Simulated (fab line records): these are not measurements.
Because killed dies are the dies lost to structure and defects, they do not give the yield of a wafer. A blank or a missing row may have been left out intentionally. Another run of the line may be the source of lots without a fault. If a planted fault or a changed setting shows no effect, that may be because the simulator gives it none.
What tool caused it? | flow sky130 | Sampling: 6 lots, 18 wafers, 2 of 708 route steps

== WHAT THE GAUGES READ, wafer by wafer ==
SKY_SPACER_THK_MEAS_01.
lot  | measured     | on           | SPACER_CVD_00_THK (nm)
L945 | day 23 15:15 | filmMetro-01 | 43.3 43.2 43.2
L947 | day 24 16:07 | filmMetro-02 | 43.2 43.0 43.0
L949 | day 25 10:55 | filmMetro-02 | 43.3 43.3 43.0
L951 | day 26 03:35 | filmMetro-02 | 42.7 42.7 42.8
L954 | day 26 23:42 | filmMetro-02 | 43.3 42.7 43.0
L959 | day 28 14:12 | filmMetro-01 | 49.0 49.1 49.3

== WHICH TOOL RAN EACH LOT (tool, then ch and the chambers of the sampled wafers, then the start) ==
lot  | SKY_SPACER_CVD_00
L945 | lpcvd-02 ch 1, day 23 14:02
L947 | lpcvd-02 ch 0, day 24 14:54
L949 | lpcvd-02 ch 0, day 25 09:41
L951 | lpcvd-02 ch 1, day 26 02:22
L954 | lpcvd-02 ch 1, day 26 21:53
L959 | lpcvd-02 ch 0, day 28 12:58
- SKY_SPACER_CVD_00: deposits Si3N4 from DCS/NH3, target thk 43.1 nm, time 740 s.

== THE ANSWER, worked out from the rows above alone ==
Rule: the usual values come from the lots themselves. Put in order of their means at a reading, lots are off if they are a third of the lots or fewer, leave a main group of 4 or more, and stand apart from it by a gap of 3 or more times the standard deviation of the main group's means; of several such gaps the widest counts. A main group is skipped when, at the precision printed for the reading in the tables above, its means are all equal. A lot without any number at a reading at which 4 lots or more have one is off too. Where the step has rows for the other lots, those lots are counted as sound.
Off: L959, seen at SKY_SPACER_THK_MEAS_01 (SPACER_CVD_00_THK). For the main group the mean is 43.0 nm and the standard deviation 0.18.
If a tool, at a process step before that reading, ran all the lots that are off and no sound lot after the first of them, it fits. Gauges at SKY_SPACER_THK_MEAS_01: tried the same way as those tools. Can't be told from this: 2 tools fit, lpcvd-02 at SKY_SPACER_CVD_00, filmMetro-01 at SKY_SPACER_THK_MEAS_01.

== WHAT THE SIMULATOR PUT IN ==
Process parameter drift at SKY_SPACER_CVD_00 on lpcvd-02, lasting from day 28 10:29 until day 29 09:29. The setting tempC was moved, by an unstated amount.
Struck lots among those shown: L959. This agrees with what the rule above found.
